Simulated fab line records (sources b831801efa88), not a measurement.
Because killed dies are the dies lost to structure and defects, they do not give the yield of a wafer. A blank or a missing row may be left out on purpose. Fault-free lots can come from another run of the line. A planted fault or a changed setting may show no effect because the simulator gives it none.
fab line records | flow sky130
record lots=5 wafers=14 last-day=50
route steps=708 shown METAL5@664 PAD_OPEN@708
lots untouched by any fault: they come from a run of this same line in which no faults occurred
start-h: the number of hours between the record's first day and the start of the first shown wafer of the lot | wait-h: hours since the lot's step before | " repeats the value in the row above | L1.1+2: a single row standing in for several wafers | - value missing, or start not given | * or withheld: withheld | < > ~ a bound
route shown NAME@n: names a module that has steps shown in the file, with the first one's number in the route | usual: mean and standard deviation over wafers with no fault | same: alike in all rows | chamber/n: place in a boat | sites: readings site by site | _std_site: standard deviation of those values | _edge_site: the outer-site mean with the inner-site mean subtracted | radius-mm: for every site, how far away it sits from the centre of the wafer | mask NAME#n: copy n | behind: the tool/chamber that last shaped the wafer | hold: why the lot was held/for how many hours/how that ended | device: names the non-switching transistor (n, p or np) | end of line: the same wafers' tests at the end of the route | a step given without rows: its recipe and nothing more | killed: dies that structure and defects cost at the first sort, which is not the same as the wafer's yield | map: dies across one wafer; x = killed, . = not, _ = none there
set.NAME: the setting as run; set.NAME@STEP: as run at that earlier step | model.NAME: the simulator's own value behind a step, which no gauge read
lots seen at some steps along the route; tables by step, rows by wafer
services: a tool's chamber out of use, with start hour (start-h, from the record's first day; less than 0 if before it), hours out, and reason
## steps
# step SKY_METAL5_SPUTTER_03
# recipe material=Ti target-thk-nm=5 power-w=3000 time-s=3.3 chamber-pressure-pa=0.4
# usual throttle-valve-pct=30.2/1.4
# columns lot.wafer tool chamber start-h wait-h throttle-valve-pct
L838.1 pvd-sputter-04 - 1068.14 0.0 28.9
L838.3 " - " " 31.3
L838.5 " - " " 32.9
L841.1 pvd-sputter-03 - 1084.21 0.0 30.8
L841.2 " - " " 29.8
L841.4 " - " " 27.9
L845.1 pvd-sputter-04 - 1088.11 0.0 29.2
L845.4 " - " " 31.3
L849.4 pvd-sputter-03 - 1113.74 0.0 30.9
L849.5 " - " " 29.9
L849.6 " - " " 27.7
L854.2 pvd-sputter-02 - 1135.04 0.0 28.6
L854.3 " - " " 32.2
L854.4 " - " " 31.2
# step SKY_METAL5_SPUTTER_04
# recipe material=TiN target-thk-nm=70 power-w=6500 time-s=58.3 chamber-pressure-pa=0.4
# usual throttle-valve-pct=30.2/1.3
# columns lot.wafer tool chamber start-h wait-h throttle-valve-pct
L838.1 pvd-sputter-04 - 1068.15 0.0 29.1
L838.3 " - " " 31.4
L838.5 " - " " 33.0
L841.1 pvd-sputter-03 - 1084.23 0.0 31.0
L841.2 " - " " 29.9
L841.4 " - " " 28.1
L845.1 pvd-sputter-04 - 1088.13 0.0 28.9
L845.4 " - " " 31.4
L849.4 pvd-sputter-03 - 1113.76 0.0 30.9
L849.5 " - " " 30.1
L849.6 " - " " 28.1
L854.2 pvd-sputter-02 - 1135.06 0.0 29.0
L854.3 " - " " 32.1
L854.4 " - " " 30.7
# step SKY_METAL5_RS_MEAS_05
# recipe thk-meas-gauge=four-point-probe reads=TiN_of_METAL5_SPUTTER_04+Ti_of_METAL5_SPUTTER_03+AlCu_of_METAL5_SPUTTER_02+TiN_of_METAL5_SPUTTER_01+Ti_of_METAL5_SPUTTER_00
# usual METAL5_ALCU_RS=0.0270/0.00036
# columns lot.wafer tool chamber start-h wait-h METAL5_ALCU_RS[ohm/sq]
L838.1 film-metro-02 - 1068.20 0.0 0.0272
L838.3 " - " " 0.0272
L838.5 " - " " 0.0270
L841.1 film-metro-01 - 1084.27 0.0 0.0273
L841.2 " - " " 0.0272
L841.4 " - " " 0.0268
L845.1 film-metro-02 - 1088.17 0.0 0.0268
L845.4 " - " " 0.0271
L849.4 film-metro-03 - 1113.87 0.1 0.0273
L849.5 " - " " 0.0268
L849.6 " - " " 0.0267
L854.2 film-metro-03 - 1135.13 0.0 0.0270
L854.3 " - " " 0.0269
L854.4 " - " " 0.0271
# step SKY_METAL5_THK_MEAS_06
# recipe thk-meas-gauge=xrf reads=AlCu_of_METAL5_SPUTTER_02
# usual METAL5_ALCU_THK=1162/16
# columns lot.wafer tool chamber start-h wait-h METAL5_ALCU_THK[nm]
L838.1 film-metro-02 - 1068.32 0.1 1155
L838.3 " - " " 1153
L838.5 " - " " 1155
L841.1 film-metro-01 - 1084.39 0.1 1153
L841.2 " - " " 1158
L841.4 " - " " 1173
L845.1 film-metro-02 - 1088.29 0.1 1177
L845.4 " - " " 1166
L849.4 film-metro-03 - 1113.96 0.1 1157
L849.5 " - " " 1179
L849.6 " - " " 1182
L854.2 film-metro-03 - 1135.24 0.1 1166
L854.3 " - " " 1167
L854.4 " - " " 1161
# step SKY_METAL5_DEHYDRATE_07
# recipe temp-c=200 time-s=60
# step SKY_METAL5_HMDS_08
# recipe prime-time-s=60 prime-temp-c=120
# step SKY_METAL5_COAT_09
# recipe resist=NOVOLAK spin-rpm=3000 resist-thk-nm=1800
# step SKY_METAL5_SOFTBAKE_10
# recipe temp-c=90 time-s=60 resist=NOVOLAK
# step SKY_METAL5_EXPOSE_11
# recipe mask-id=MM5 na=0.6 source-shape=conventional sigma-outer=0.6 polarization=unpolarized target-cd-nm=1600 dose-mj=190
# step SKY_METAL5_PEB_12
# recipe temp-c=withheld time-s=* resist=NOVOLAK
# step SKY_METAL5_DEVELOP_13
# recipe resist=NOVOLAK developer=TMAH develop-time-s=60 dev-temp-c=23
# step SKY_METAL5_DESCUM_14
# recipe chemistry=O2 source-power-w=150 bias-power-w=0 pressure-mtorr=10 temp-c=40 time-s=11
# usual drypump-motor-current-A=5.4/0.5 he-backside-leak-sccm=3.45/0.19 oes-product-au=1.003/0.012
# columns lot.wafer tool chamber start-h wait-h drypump-motor-current-A he-backside-leak-sccm oes-product-au rf-hours-counter-h
L838.1 rie-metal-04 0 1087.64 0.1 5.5 3.40 1.010 13
L838.3 " 0 " " 5.5 3.43 1.009 -
L838.5 " 0 " " 5.5 3.45 1.011 -
L841.1 rie-metal-04 1 1104.37 0.1 6.3 3.42 0.986 22
L841.2 " 0 " " 5.5 3.46 1.015 14
L841.4 " 1 " " 6.4 3.58 0.988 -
L845.1 rie-metal-04 1 1108.02 0.1 6.3 3.56 0.987 22
L845.4 " 1 " " 6.3 3.65 0.993 -
L849.4 rie-metal-03 1 1131.65 0.1 5.5 3.34 1.000 -
L849.5 " 1 " " 5.5 3.36 1.006 -
L849.6 " 0 " " 4.9 3.15 0.986 -
L854.2 rie-metal-02 0 1154.43 0.1 4.7 3.22 0.986 7
L854.3 " 1 " " 5.3 3.64 0.993 -
L854.4 " 0 " " 4.7 3.13 0.987 -
# step SKY_METAL5_METAL_ETCH_15
# recipe target-depth-a=12600 stop-on=SiO2 over-etch-frac=0.2 time-s=252 chemistry=Cl2/BCl3 resist-sidewall-deg=86 pressure-mtorr=10 icp-w=900 bias-w=48.5 Cl2_flow_sccm=60 bcl3-flow-sccm=30
# usual drypump-motor-current-A=5.4/0.51 he-backside-leak-sccm=3.4/0.31 oes-product-au=0.893/0.0049 rf-fwd-power-W=897.5/2.9 throttle-valve-pct=22.265/0.0091
# columns lot.wafer tool chamber start-h wait-h drypump-motor-current-A he-backside-leak-sccm oes-product-au rf-fwd-power-W rf-hours-counter-h throttle-valve-pct model.NOVOLAK_of_METAL5_COAT_09.thk-nm model.METAL5.cd-nm
L838.1 rie-metal-04 0 1087.67 0.0 5.5 3.4 0.885 897.3 13 22.271 1012 1602
L838.3 " 0 " " 5.5 3.5 0.897 895.0 - 22.260 1002 1607
L838.5 " 0 " " 5.5 3.5 0.888 896.4 - 22.257 1005 1604
L841.1 rie-metal-04 1 1104.41 0.0 6.3 3.5 0.890 894.7 22 22.265 1037 1602
L841.2 " 0 " " 5.5 3.5 0.886 896.2 14 22.269 1006 1598
L841.4 " 1 " " 6.3 3.5 0.890 899.9 - 22.258 1040 1598
L845.1 rie-metal-04 1 1108.06 0.0 6.3 3.3 0.894 1047.1 22 22.275 961.1 1591
L845.4 " 1 " " 6.4 3.3 0.889 1043.3 - 22.259 961.9 1592
L849.4 rie-metal-03 1 1131.75 0.1 5.4 3.5 0.898 896.9 - 22.266 1016 1591
L849.5 " 1 " " 5.5 3.4 0.907 894.7 - 22.265 1024 1586
L849.6 " 0 " " 4.9 3.3 0.888 898.0 - 22.261 1041 1594
L854.2 rie-metal-02 0 1154.46 0.0 4.7 3.3 0.894 898.6 7 22.285 1053 1597
L854.3 " 1 " " 5.3 3.4 0.891 901.1 - 22.255 1038 1600
L854.4 " 0 " " 4.8 3.1 0.896 897.2 - 22.267 1055 1603
# step SKY_METAL5_STRIP_16
# recipe chemistry=O2/N2 power-w=1400 pressure-mtorr=1500 platen-temp-c=withheld o2-flow-sccm=3000 n2-flow-sccm=300 overash-fraction=0.5
# usual drypump-motor-current-A=5.81/0.27 o2-flow-sccm=2998/8.8 oes-product-au=0.711/0.0049 strip-time-to-endpoint-s=13.03/0.16
# columns lot.wafer tool chamber start-h wait-h drypump-motor-current-A o2-flow-sccm oes-product-au rf-hours-counter-h strip-time-to-endpoint-s
L838.1 plasma-asher-03 0 1087.91 0.2 5.35 3001 0.720 63 12.81
L838.3 " 1 " " 5.81 2993 0.710 - 12.75
L838.5 " 1 " " 5.82 3010 0.712 - 12.79
L841.1 plasma-asher-03 0 1104.64 0.2 5.41 2985 0.717 64 13.11
L841.2 " 1 " " 5.80 3011 0.716 64 12.79
L841.4 " 1 " " 5.79 2999 0.715 - 13.12
L845.1 plasma-asher-01 0 1108.29 0.2 6.31 3006 0.712 5 12.28
L845.4 " 0 " " 6.31 3004 0.712 - 12.29
L849.4 plasma-asher-03 0 1131.94 0.1 5.44 2995 0.704 - 12.86
L849.5 " 0 " " 5.40 2992 0.711 - 12.95
L849.6 " 1 " " 5.80 3008 0.722 - 13.13
L854.2 plasma-asher-01 1 1154.70 0.2 5.79 2987 0.703 10 13.27
L854.3 " 1 " " 5.78 2988 0.709 - 13.11
L854.4 " 0 " " 6.32 3003 0.716 - 13.29
# step SKY_METAL5_STRIP_17
# recipe chemistry=post-etch-residue-remover time-s=1200 temp-c=72.5
# step SKY_PAD_OPEN_PROBE_99
# usual killed_at_M0_to_M3=42/6.2 killed_at_M4_up=3.0/1.8 killed-at-contacts=25/5.9 killed-at-front-end=15/4.5 killed-at-other=0.2/0.45 killed-dies=85/9.9 killed-open=47/6.7 killed-short=39/6.4
# same gross-dies=492 killed-at-back-side=0
# columns lot.wafer tool chamber start-h wait-h killed_at_M0_to_M3 killed_at_M4_up killed-at-contacts killed-at-front-end killed-at-other killed-dies killed-open killed-short model.etest.tip-sonos.rs-ohm-sq model.etest.sonos-uncharged.r-on-ohm-um model.etest.tip-sonos.rs-ohm-sq-range model.etest.sonos-erased.drive-ua-um model.etest.met5.width-nm model.etest.sonos-erased.vt-v model.etest.sonos-uncharged.vt-v model.etest.sonos-baked.vt-v
L838.1 prober-01 - 1131.09 0.1 51 7 28 15 0 101 59 42 2748 815.9 44.3 204.7 1600 -2.233 -0.4146 0.9476
L838.3 prober-01 - 1131.19 0.2 33 6 23 20 0 82 51 31 2722 799.4 53.77 206.9 1608 -2.263 -0.4463 0.9868
L838.5 prober-01 - 1131.29 0.2 36 2 29 22 0 89 51 38 2718 818.8 30.42 197.8 1605 -2.203 -0.4185 0.8953
L841.1 prober-02 - 1145.44 0.1 44 5 30 13 0 92 53 39 2675 814.4 44.62 222.2 1602 -2.269 -0.4165 0.8735
L841.2 prober-02 - 1145.49 0.1 43 3 20 15 1 82 54 28 2668 798.3 31.87 187.1 1596 -2.256 -0.4774 0.8868
L841.4 prober-02 - 1145.59 0.2 41 4 23 14 0 82 44 38 2674 798.3 43.37 189.8 1600 -2.257 -0.431 0.8914
L845.1 prober-01 - 1151.84 0.1 43 2 28 25 0 98 54 44 1.032e+04 966.9 151.5 153 1590 -1.85 -0.1166 1.222
L845.4 prober-01 - 1151.99 0.2 39 1 28 16 0 84 51 33 1.078e+04 979.9 163.9 119.5 1593 -1.743 -0.1361 1.203
L849.4 prober-01 - 1172.54 0.2 44 2 30 16 0 92 44 48 2503 778.7 42.18 195.1 1592 -2.214 -0.4624 0.873
L849.5 prober-01 - 1172.59 0.2 45 2 34 10 0 91 53 38 2534 793.4 38.19 176.5 1586 -2.098 -0.4193 0.8045
L849.6 prober-01 - 1172.64 0.2 44 3 25 14 0 86 57 29 2568 803.6 20.1 148.5 1593 -2.093 -0.422 0.8626
L854.2 prober-01 - 1192.34 0.1 43 2 26 17 0 88 51 37 2558 804.9 47.66 152.8 1594 -2.196 -0.4725 0.9195
L854.3 prober-01 - 1192.39 0.2 36 3 18 22 1 80 47 33 2590 813.6 32.73 220.7 1598 -2.233 -0.4643 0.8322
L854.4 prober-01 - 1192.44 0.2 33 0 19 26 0 78 44 34 2554 830.3 49.02 175.1 1606 -2.202 -0.4438 0.8507
# killed by level:class
L838.1 VIA1:geometric-particle:open=10 CONTACT:geometric-particle:open=9 VIA2:geometric-particle:open=8 LI_CONTACT:geometric-particle:open=7 METAL2:geometric-particle:short=7 LI_CONTACT:geometric-particle:short=5 VIA1:geometric-particle:short=5 VIA3:geometric-particle:open=5
L838.3 CONTACT:geometric-particle:open=10 VIA1:geometric-particle:open=9 FIELD_ISO:geometric-particle:open=8 VIA2:geometric-particle:open=7 FIELD_ISO:geometric-particle:short=6 LI_CONTACT:geometric-particle:open=6 METAL4:geometric-particle:short=6 POLY_GATE:geometric-particle:open=4
L838.5 LI_CONTACT:geometric-particle:open=8 VIA1:geometric-particle:open=8 VIA2:geometric-particle:open=8 CONTACT:geometric-particle:open=7 CONTACT:geometric-particle:short=7 FIELD_ISO:geometric-particle:short=5 METAL1:geometric-particle:short=5 VIA3:geometric-particle:open=5
L841.1 VIA1:geometric-particle:open=21 CONTACT:geometric-particle:open=12 LI_CONTACT:geometric-particle:open=9 FIELD_ISO:geometric-particle:short=5 POLY_GATE:geometric-particle:short=5 CONTACT:geometric-particle:short=4 LI_CONTACT:geometric-particle:short=3 METAL1:geometric-particle:short=3
L841.2 VIA1:geometric-particle:open=10 LI_CONTACT:geometric-particle:open=8 CONTACT:geometric-particle:open=8 VIA2:geometric-particle:open=8 METAL2:geometric-particle:short=7 POLY_GATE:geometric-particle:open=5 VIA1:geometric-particle:short=5 FIELD_ISO:geometric-particle:open=3
L841.4 VIA1:geometric-particle:open=13 LI_CONTACT:geometric-particle:open=8 CONTACT:geometric-particle:short=7 METAL1:geometric-particle:short=5 CONTACT:geometric-particle:open=4 VIA1:geometric-particle:short=4 METAL2:geometric-particle:short=4 VIA3:geometric-particle:short=4
L845.1 VIA1:geometric-particle:open=10 CONTACT:geometric-particle:open=9 LI_CONTACT:geometric-particle:open=7 CONTACT:geometric-particle:short=7 VIA3:geometric-particle:open=7 POLY_GATE:geometric-particle:short=6 POLY_GATE:geometric-particle:open=6 FIELD_ISO:geometric-particle:short=5
L845.4 VIA1:geometric-particle:open=12 CONTACT:geometric-particle:open=11 LI_CONTACT:geometric-particle:open=8 VIA2:geometric-particle:open=6 METAL1:geometric-particle:short=5 POLY_GATE:geometric-particle:open=4 CONTACT:geometric-particle:short=4 FIELD_ISO:geometric-particle:open=3
L849.4 CONTACT:geometric-particle:open=10 VIA2:geometric-particle:open=8 CONTACT:geometric-particle:short=8 METAL2:geometric-particle:short=6 METAL1:geometric-particle:short=6 VIA1:geometric-particle:open=6 POLY_GATE:geometric-particle:short=5 VIA1:geometric-particle:short=5
L849.5 CONTACT:geometric-particle:open=16 VIA1:geometric-particle:open=10 VIA3:geometric-particle:open=8 LI_CONTACT:geometric-particle:open=7 METAL2:geometric-particle:short=6 CONTACT:geometric-particle:short=5 VIA1:geometric-particle:short=5 VIA2:geometric-particle:open=5
L849.6 CONTACT:geometric-particle:open=14 VIA2:geometric-particle:open=10 VIA3:geometric-particle:open=9 VIA1:geometric-particle:open=7 LI_CONTACT:geometric-particle:open=6 POLY_GATE:geometric-particle:short=4 METAL1:geometric-particle:short=4 POLY_GATE:geometric-particle:open=3
L854.2 CONTACT:geometric-particle:open=11 VIA3:geometric-particle:open=11 VIA1:geometric-particle:open=9 LI_CONTACT:geometric-particle:open=7 VIA1:geometric-particle:short=6 FIELD_ISO:geometric-particle:short=5 POLY_GATE:geometric-particle:open=5 VIA2:geometric-particle:open=5
L854.3 VIA1:geometric-particle:open=10 CONTACT:geometric-particle:open=8 POLY_GATE:geometric-particle:short=7 VIA2:geometric-particle:open=6 VIA3:geometric-particle:open=6 LI_CONTACT:geometric-particle:open=5 VIA1:geometric-particle:short=5 FIELD_ISO:geometric-particle:short=4
L854.4 LI_CONTACT:geometric-particle:open=8 VIA3:geometric-particle:open=7 SPACER:geometric-particle:short=6 CONTACT:geometric-particle:open=6 VIA1:geometric-particle:open=6 FIELD_ISO:geometric-particle:short=5 SPACER:geometric-particle:open=5 POLY_GATE:geometric-particle:open=4
## services
# columns tool chamber start-h hours kind
rie-metal-02 0 1045.69 - clean
rie-metal-02 0 1045.69 21.4 scheduled-down
rie-metal-02 0 1045.69 21.4 vent-cycle
plasma-asher-03 - 1049.32 12.8 repair
plasma-asher-01 - 1055.31 9.0 pm
pvd-sputter-03 2 1057.56 - consumable-replace:kit
pvd-sputter-03 2 1057.56 18.0 scheduled-down
pvd-sputter-03 2 1057.56 18.0 vent-cycle
pvd-sputter-04 2 1082.76 - consumable-replace:kit
pvd-sputter-04 2 1082.76 18.0 scheduled-down
pvd-sputter-04 2 1082.76 18.0 vent-cycle
rie-metal-03 - 1084.70 2.7 repair
pvd-sputter-02 2 1098.55 - consumable-replace:kit
pvd-sputter-02 2 1098.55 18.0 scheduled-down
pvd-sputter-04 - 1107.68 1.9 repair
rie-metal-04 1 1109.39 8.8 repair
rie-metal-04 1 1118.17 - clean
rie-metal-04 1 1118.17 - consumable-replace:focus-ring
rie-metal-04 1 1118.17 11.5 scheduled-down
rie-metal-04 1 1118.17 11.5 vent-cycle
plasma-asher-03 - 1135.54 15.6 pm
pvd-sputter-03 1 1146.94 - consumable-replace:kit
pvd-sputter-03 1 1146.94 18.0 scheduled-down
pvd-sputter-03 1 1146.94 18.0 vent-cycle
## key
first-sign step=SKY_METAL5_METAL_ETCH_15 reading=rf-fwd-power-W direction=up sigmas=51 usual=897.5 struck=1045.2
effect step=SKY_METAL5_STRIP_16 reading=strip-time-to-endpoint-s direction=down sigmas=4.8 usual=* struck=*
model-effect step=SKY_METAL5_METAL_ETCH_15 value=NOVOLAK_of_METAL5_COAT_09.thk-nm without=1062 struck=961.5
model-effect step=SKY_PAD_OPEN_PROBE_99 value=etest.tip-sonos.rs-ohm-sq without=2749 struck=1.055e+04
met-at SKY_METAL5_METAL_ETCH_15
struck-wafers L845.1,L845.4
tester-left-out L845
onset-between 1104.41 1108.06
earlier-fault kind=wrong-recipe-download tool=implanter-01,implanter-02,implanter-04 chamber=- onset-h=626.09 steps=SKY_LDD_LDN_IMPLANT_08 wrong-recipe.not-listed=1
fault kind=process-parameter-drift tool=rie-metal-04 chamber=1 onset-h=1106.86 steps=SKY_METAL5_METAL_ETCH_15 channel=icp-w offset=144 shape=step acts-in=these-recipes-only stated=900
# tester-left-out: of these lots the tester's yield and bins aren't shown, on N5 and GAA mostly nor the transistor test; their killed dies are dies lost to structure and defects alone, not to doping, threshold or leakage, so they don't give the yield
